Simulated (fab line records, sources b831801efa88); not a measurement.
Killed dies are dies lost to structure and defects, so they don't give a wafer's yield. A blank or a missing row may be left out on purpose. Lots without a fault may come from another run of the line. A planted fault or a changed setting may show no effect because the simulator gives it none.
Chamber matching | flow sky130 | SKY_VIA2_CMP_02 on cmp-02: 4 sister chambers
The step polishes SiO2. 4 wafers are shown with their chamber, then 12 later ones without.

WAFERS WITH THEIR CHAMBER
wafer  | chamber | motor_current_A (A)
L089.4 | 1       | 10.1
L091.1 | 3       | 11.1
L091.4 | 0       | 11.7
L091.5 | 2       | 11.5

WAFERS WITHOUT THEIR CHAMBER
wafer  | motor_current_A (A)
L093.1 | 11.8
L093.2 | 10.4
L093.6 | 10.9
L095.1 | 11.8
L095.4 | 11.8
L095.6 | 11.5
L096.1 | 9.9
L096.3 | 10.2
L096.6 | 9.8
L097.2 | 10.5
L097.4 | 10.4
L097.6 | 11.6

WHICH CHAMBER EACH WENT THROUGH
wafer  | from the rows above          | in truth
L093.1 | can't be placed: 0 or 2      | 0
L093.2 | can't be placed: 1 or 3      | 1
L093.6 | can't be placed: 3 or 2      | 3
L095.1 | can't be placed: 0 or 2      | 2
L095.4 | can't be placed: 0 or 2      | 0
L095.6 | can't be placed: 2 or 0 or 3 | 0
L096.1 | 1                            | 1
L096.3 | 1                            | 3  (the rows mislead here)
L096.6 | 1                            | 1
L097.2 | can't be placed: 1 or 3      | 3
L097.4 | can't be placed: 1 or 3      | 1
L097.6 | can't be placed: 0 or 2 or 3 | 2
Placed correctly: 2 of 12. Can't be placed from these rows: 9 (the true chamber is among the candidates in 9). Placed wrongly: 1.
How it was worked out, from the rows above alone: a wafer's distance from a chamber is the root of the sum, over the readings, of the square of ((its reading less the chamber's mean) divided by the reading's scatter). The wafer belongs to the nearest chamber; if the next one is less than 2 further off, it can't be placed. A chamber's mean is the mean of its shown wafers. The scatter: with one shown wafer a chamber, the root of the mean of the squares of how far each hidden wafer lies from its nearest shown one.
